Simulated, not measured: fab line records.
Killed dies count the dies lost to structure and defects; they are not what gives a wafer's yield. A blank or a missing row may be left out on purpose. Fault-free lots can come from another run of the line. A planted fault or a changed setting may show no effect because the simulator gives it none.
Which tool was responsible? | flow sky130 | 6 lots with 18 wafers sampled at 2 steps, on a route of 708 steps

## WHAT THE GAUGES READ, wafer by wafer
SKY_LDD_LDN_TW_MEAS_13.
lot  | measured     | on            | LDD_LDN_TW
L581 | day 23 18:47 | film-metro-01 | 1505 1497 1499
L584 | day 24 13:45 | film-metro-02 | 1481 1488 1483
L587 | day 25 17:25 | film-metro-01 | 1505 1508 1511
L590 | day 26 18:48 | film-metro-04 | 1486 1489 1490
L593 | day 28 06:48 | film-metro-02 | 1567 1571 1578
L598 | day 29 18:15 | film-metro-04 | 1591 1584 1582

## EACH LOT AND THE TOOL THAT RAN IT (in order: tool; ch and the chambers of the sampled wafers; start)
lot  | SKY_LDD_LDN_IMPLANT_09
L581 | implanter-02 ch 0, day 23 18:16
L584 | implanter-03 ch 0, day 24 13:13
L587 | implanter-02 ch 0, day 25 16:52
L590 | implanter-03 ch 0, day 26 18:16
L593 | implanter-02 ch 0, day 28 05:56
L598 | implanter-04 ch 0, day 29 17:24
- SKY_LDD_LDN_IMPLANT_09

## THE ANSWER, worked out from the rows above alone
Rule: usual is defined by the lots themselves. Put in order of their means at a reading, lots are off if they are a third of the lots or fewer, leave a main group of 4 or more, and stand apart from it by a gap of 3 or more times the standard deviation of the main group's means; of several such gaps the widest counts. If all means in a main group match to the digits the tables above print for the reading, that group is not used. Also off: a lot with no number at a reading for which 4 or more lots have one. All remaining lots with rows at the step are treated as sound.
Off: L593, L598, at SKY_LDD_LDN_TW_MEAS_13 (LDD_LDN_TW). Mean 1495 and standard deviation 9.5 in the main group.
A tool fits if, at a process step before that reading, it ran every lot that is off, and no sound lot after the first of them. Gauges at SKY_LDD_LDN_TW_MEAS_13: tried the same way as those tools. Of those tried, none fits.

## WHAT THE SIMULATOR HAD INSERTED
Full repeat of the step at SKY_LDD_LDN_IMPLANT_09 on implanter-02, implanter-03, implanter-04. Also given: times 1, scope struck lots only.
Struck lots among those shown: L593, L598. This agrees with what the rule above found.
